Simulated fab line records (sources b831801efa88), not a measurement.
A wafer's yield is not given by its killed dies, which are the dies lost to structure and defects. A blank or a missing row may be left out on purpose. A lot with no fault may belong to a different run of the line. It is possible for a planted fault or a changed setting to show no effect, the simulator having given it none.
Which tool was responsible? / flow sky130 / 33 wafers from 11 lots sampled at 3 of the route's 708 steps

== WHAT EACH GAUGE READ, for each wafer ==
SKY_PWDE_OVL_MEAS_07.
lot=L617; measured=day 4 18:04; on=overlay-01; PWDE_OVL (nm)=2.2 1.7 0.5
lot=L620; measured=day 5 14:13; on=overlay-02; PWDE_OVL (nm)=- - -
lot=L622; measured=day 6 16:40; on=overlay-02; PWDE_OVL (nm)=0.0 -1.2 0.1
lot=L624; measured=day 6 17:55; on=overlay-01; PWDE_OVL (nm)=-0.2 0.2 -0.3
lot=L628; measured=day 7 18:13; on=overlay-01; PWDE_OVL (nm)=-0.1 0.8 0.4
lot=L631; measured=day 8 00:19; on=overlay-01; PWDE_OVL (nm)=-1.2 2.1 0.6
lot=L630; measured=day 8 01:55; on=overlay-01; PWDE_OVL (nm)=-1.0 0.1 -0.6
lot=L632; measured=day 8 11:28; on=overlay-01; PWDE_OVL (nm)=1.3 0.3 1.5
lot=L633; measured=day 8 16:19; on=overlay-01; PWDE_OVL (nm)=-0.9 -0.8 -0.2
lot=L634; measured=day 8 23:36; on=overlay-02; PWDE_OVL (nm)=-0.3 1.8 1.0
lot=L635; measured=day 9 02:34; on=overlay-01; PWDE_OVL (nm)=0.3 0.8 -0.2

== WHICH TOOL RAN EACH LOT (tool, then ch and the chambers of the sampled wafers, then the start) ==
lot=L617; SKY_FIELD_ISO_STRIP_16=plasmaAsher-04 ch 0,1, day 3 01:13; SKY_PWDE_EXPOSE_04=ilineStepper-02 ch 0, day 4 10:19
lot=L620; SKY_FIELD_ISO_STRIP_16=plasmaAsher-04 ch 0,1, day 3 18:02; SKY_PWDE_EXPOSE_04=ilineStepper-01 ch 0, day 5 05:45
lot=L622; SKY_FIELD_ISO_STRIP_16=plasmaAsher-02 ch 0,1, day 4 04:02; SKY_PWDE_EXPOSE_04=ilineStepper-01 ch 0, day 6 07:44
lot=L624; SKY_FIELD_ISO_STRIP_16=plasmaAsher-02 ch 0, day 4 15:29; SKY_PWDE_EXPOSE_04=ilineStepper-01 ch 0, day 6 08:53
lot=L628; SKY_FIELD_ISO_STRIP_16=plasmaAsher-04 ch 0,1, day 5 18:14; SKY_PWDE_EXPOSE_04=ilineStepper-02 ch 0, day 7 08:22
lot=L631; SKY_FIELD_ISO_STRIP_16=plasmaAsher-01 ch 0,1, day 6 03:16; SKY_PWDE_EXPOSE_04=ilineStepper-02 ch 0, day 7 14:42
lot=L630; SKY_FIELD_ISO_STRIP_16=plasmaAsher-02 ch 0,1, day 6 03:35; SKY_PWDE_EXPOSE_04=ilineStepper-02 ch 0, day 7 15:21
lot=L632; SKY_FIELD_ISO_STRIP_16=plasmaAsher-02 ch 0,1, day 6 12:55; SKY_PWDE_EXPOSE_04=ilineStepper-01 ch 0, day 8 01:32
lot=L633; SKY_FIELD_ISO_STRIP_16=plasmaAsher-01 ch 0,1, day 6 15:19; SKY_PWDE_EXPOSE_04=ilineStepper-02 ch 0, day 8 05:43
lot=L634; SKY_FIELD_ISO_STRIP_16=plasmaAsher-02 ch 0,1, day 6 17:53; SKY_PWDE_EXPOSE_04=ilineStepper-01 ch 0, day 8 14:10
lot=L635; SKY_FIELD_ISO_STRIP_16=plasmaAsher-02 ch 1, day 6 23:38; SKY_PWDE_EXPOSE_04=ilineStepper-02 ch 0, day 8 16:56
- SKY_FIELD_ISO_STRIP_16: strips in O2/N2.
- SKY_PWDE_EXPOSE_04: exposes mask PWDEM, target cd 840 nm.

== THE ANSWER, worked out from the rows above alone ==
Rule: usual is defined by the lots themselves. The widest of any qualifying gaps counts: lots, ordered by their means at a reading, are off when they make up no more than a third of the lots, leave a main group of 4 or more, and stand apart from it by 3 or more times the standard deviation of that group's means. The tables above print the reading to a certain number of digits; a main group whose means all agree to those digits is not used. A lot without any number at a reading at which 4 lots or more have one is off too. Where the step has rows for the other lots, those lots are counted as sound.
Off: at SKY_PWDE_OVL_MEAS_07 (PWDE_OVL), L620. Without a number there: L620. The main group: mean 0.3 nm, standard deviation 0.66.
If a tool, at a process step before that reading, ran all the lots that are off and no sound lot after the first of them, it fits. Those tools and the gauges at SKY_PWDE_OVL_MEAS_07 are tried in the same way. Not one of the candidates tried fits.

== WHAT HAD BEEN PUT IN BY THE SIMULATOR ==
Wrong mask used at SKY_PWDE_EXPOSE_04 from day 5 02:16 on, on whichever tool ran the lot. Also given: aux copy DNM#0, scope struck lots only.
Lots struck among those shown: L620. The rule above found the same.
